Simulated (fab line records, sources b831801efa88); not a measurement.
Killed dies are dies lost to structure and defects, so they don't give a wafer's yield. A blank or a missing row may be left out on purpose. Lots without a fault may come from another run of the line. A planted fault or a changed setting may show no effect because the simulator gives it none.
Split-lot experiment | flow gf180mcu | 5 lots, 23 wafers read, on a route of 602 steps

THE SPLIT
At GF_V5_CVD_00 (deposits SiO2, target thk 300 nm, time 50 s), the setting sih4_flow_sccm was moved away from the recipe's 60 sccm on 9 of the 23 wafers read, by -11.3% to +9.7%. The other wafers ran this setting at the recipe's value.

The file shows no step between the split and the reading.

THE READING
V5_CVD_00_THK, in nm, at GF_V5_THK_MEAS_01. Fault-free wafers of this fab line usually give 299.7 nm, standard deviation 2.6 nm.

wafer  | tool, chamber at the split | sih4_flow_sccm as run, sccm | against the recipe | V5_CVD_00_THK, nm | against lot-mates on the recipe
L075.2 | hdpcvd-01, 0               | 60                          | recipe             | 301.0             | -
L075.3 | hdpcvd-01, 2               | 60                          | recipe             | 299.6             | -
L075.4 | hdpcvd-01, 1               | 60                          | recipe             | 301.4             | -
L077.1 | hdpcvd-02, 1               | 60                          | recipe             | 302.6             | -
L077.2 | hdpcvd-02, 2               | 65.79                       | +9.7%              | 330.3             | +26.8
L077.3 | hdpcvd-02, 0               | 60                          | recipe             | 304.4             | -
L077.4 | hdpcvd-02, 2               | 65.79                       | +9.7%              | 331.4             | +27.9
L077.6 | hdpcvd-02, 1               | 65.79                       | +9.7%              | 329.9             | +26.4
L080.2 | hdpcvd-02, 0               | 62.34                       | +3.9%              | 309.3             | +9.6
L080.3 | hdpcvd-02, 1               | 60                          | recipe             | 300.6             | -
L080.4 | hdpcvd-02, 0               | 62.34                       | +3.9%              | 309.8             | +10.1
L080.5 | hdpcvd-02, 2               | 62.34                       | +3.9%              | 304.1             | +4.4
L080.6 | hdpcvd-02, 1               | 60                          | recipe             | 298.9             | -
L081.1 | hdpcvd-02, 2               | 53.21                       | -11.3%             | 262.0             | -39.4
L081.2 | hdpcvd-02, 1               | 53.21                       | -11.3%             | 268.8             | -32.6
L081.3 | hdpcvd-02, 0               | 60                          | recipe             | 302.2             | -
L081.5 | hdpcvd-02, 0               | 60                          | recipe             | 300.5             | -
L081.6 | hdpcvd-02, 2               | 53.21                       | -11.3%             | 265.7             | -35.7
L082.2 | hdpcvd-02, 0               | 60                          | recipe             | 304.3             | -
L082.3 | hdpcvd-02, 2               | 60                          | recipe             | 297.2             | -
L082.4 | hdpcvd-02, 1               | 60                          | recipe             | 300.0             | -
L082.5 | hdpcvd-02, 0               | 60                          | recipe             | 303.1             | -
L082.6 | hdpcvd-02, 2               | 60                          | recipe             | 300.3             | -

THE FIT
A straight line over all 23 wafers: V5_CVD_00_THK changes by +3.02 nm for each +1% of sih4_flow_sccm; r = +0.99; the points scatter about the line by 2.8 nm.
The same after taking each lot's own level away (the mean of its wafers on the recipe; 23 wafers): +2.96 nm for each +1%; r = +0.99; scatter 2.4 nm.
On that fit, the largest move of sih4_flow_sccm shifts the reading by 34 nm.
The lots' own levels span 299.75 to 303.50 nm, that is 1.4 times the standard deviation above.
So the lot-to-lot level changes the slope little: the two slopes agree.
Check: with one of the wafers moved furthest among these (-11.3%) left out of the fit, the line predicts -33 nm for it against its lot-mates. It came out at -39.4 nm against them.

OTHER SPLITS ON THESE WAFERS
These wafers also went through other splits before the reading. Each is held against what the fit with the lots' levels taken away leaves over:
other split on the same wafers | wafers away from the commonest value | r with V5_CVD_00_THK (lot level and that fit taken away)
GF_M5_METAL_ETCH_10 time_s     | 10                                   | -0.09

THE WHOLE CHAIN: every reading that the file lists as answering this split, in the file's order
step              | what it does                                | reading                                                                   | change (the file's fit)              | r (the file's)
GF_V5_CVD_00      | deposits SiO2, target thk 300 nm, time 50 s | SiO2_of_V5_CVD_00.thk_nm (the simulator's own value, which no gauge read) | +2.97 nm for each +1% of the setting | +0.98
GF_V5_THK_MEAS_01 |                                             | V5_CVD_00_THK                                                             | +2.95 for each +1% of the setting    | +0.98

THE FILE'S OWN FIT
V5_CVD_00_THK changes by +2.95 nm for each +1% of sih4_flow_sccm, r = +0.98.
